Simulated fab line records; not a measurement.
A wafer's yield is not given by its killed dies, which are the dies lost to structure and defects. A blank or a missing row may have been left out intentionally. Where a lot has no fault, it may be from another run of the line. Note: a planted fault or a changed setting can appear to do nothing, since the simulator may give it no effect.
A lot that was struck, set against a sound lot ; flow sky130 ; 14 out of 708 route steps
Sound: wafers L701.2, L701.4, L701.6. Struck: wafer L717.4 (left out: L717.2, L717.5 of the same lot, which were not struck); the cause appears at the end.
For every step that has rows: the tool of each side, followed by ch and its chambers, followed by its first start. Under that, the readings that differ: sound wafers ; struck wafers ; difference of the means ; sigmas: that difference in standard deviations of wafers without a fault.
alike: words and numbers the same on both sides, and readings whose means are apart by under 2 such deviations; not compared: readings that were withheld, readings missing a value for some wafer, numbers with overlapping values and no deviation given by the record, and bounds like >300 which may hide the same value.
A row with sigmas, a row that says differs or no value, or rows on one side alone: a step with any of these is where the two part. Numbers that have no deviation but don't overlap get no sigmas and don't part them. A reading that every wafer of one side lacks parts them only if that side has two wafers or more.

SKY_SPACER_THK_MEAS_01:
  sound on film metro-01 at day 23 07:08; struck on film metro-04 at day 29 01:16
  alike: SPACER_CVD_00_THK
SKY_SPACER_ETCHBACK_02: etches Si3N4 in CH3F/O2, stops on SiO2, time 46.7 s, target depth 45 nm.
  sound on rie diel-02 ch 0,1,2, day 23 07:11; struck on rie diel-04 ch 1, day 29 01:19
  alike: chamber pressure mTorr, drypump motor current A, oes product au, rf fwd power W, throttle valve pct
  not compared: rf hours counter h
then, 8 steps without rows for these wafers: SKY_POLY_CUT_DEHYDRATE_00 (time 60 s); SKY_POLY_CUT_HMDS_01 (prime time 60 s); SKY_POLY_CUT_COAT_02 (resist thk 60 nm); SKY_POLY_CUT_COAT_03 (resist thk 450 nm); SKY_POLY_CUT_SOFTBAKE_04 (time 90 s); SKY_POLY_CUT_EXPOSE_05 (exposes mask NPCM, target cd 270 nm); SKY_POLY_CUT_PEB_06; SKY_POLY_CUT_DEVELOP_07 (develop time 60 s).
SKY_POLY_CUT_CD_MEAS_08 targets a cd of 270 nm.
  sound on cd sem-02 at day 24 13:01; struck on cd sem-01 at day 30 05:10
reading;sound;struck;difference;sigmas
cd nm (nm);273.3 272.5 271.8;268.4;-4.1;-3
SKY_POLY_CUT_OVL_MEAS_09:
  sound on overlay-01 at day 24 13:08; struck on overlay-01 at day 30 05:17
  alike: POLY_CUT_OVL
SKY_POLY_CUT_ETCH_10: etches BARC in N2/H2, stops on SiO2, time 45.9 s, target depth 60 nm.
  sound on rie diel-04 ch 0,2, day 24 13:10; struck on rie diel-04 ch 1, day 30 05:19
reading;sound;struck;difference;sigmas
oes product au (a.u.);0.865 0.860 0.855;0.850;-0.010;-2
model.KrF-thick_of_POLY_CUT_COAT_03.thk nm (nm);410.9 410.8 409.7;412;+2;
  alike: chamber pressure mTorr, drypump motor current A, rf fwd power W, throttle valve pct
  not compared: rf hours counter h
SKY_POLY_CUT_ETCH_11: etches Si3N4 in CF4/CH2F2/Ar, stops on poly-Si, time 42.5 s, target depth 60 nm.
  sound on rie diel-04 ch 0,2, day 24 13:12; struck on rie diel-04 ch 1, day 30 05:21
  alike: chamber pressure mTorr, drypump motor current A, oes product au, rf fwd power W, throttle valve pct
  not compared: rf hours counter h

## WHERE THEY PART
First at SKY_POLY_CUT_CD_MEAS_08; last, within this record, at SKY_POLY_CUT_ETCH_10. Later steps at which nothing parts them and some readings are alike: SKY_POLY_CUT_ETCH_11.

WHY: whatever the simulator had introduced
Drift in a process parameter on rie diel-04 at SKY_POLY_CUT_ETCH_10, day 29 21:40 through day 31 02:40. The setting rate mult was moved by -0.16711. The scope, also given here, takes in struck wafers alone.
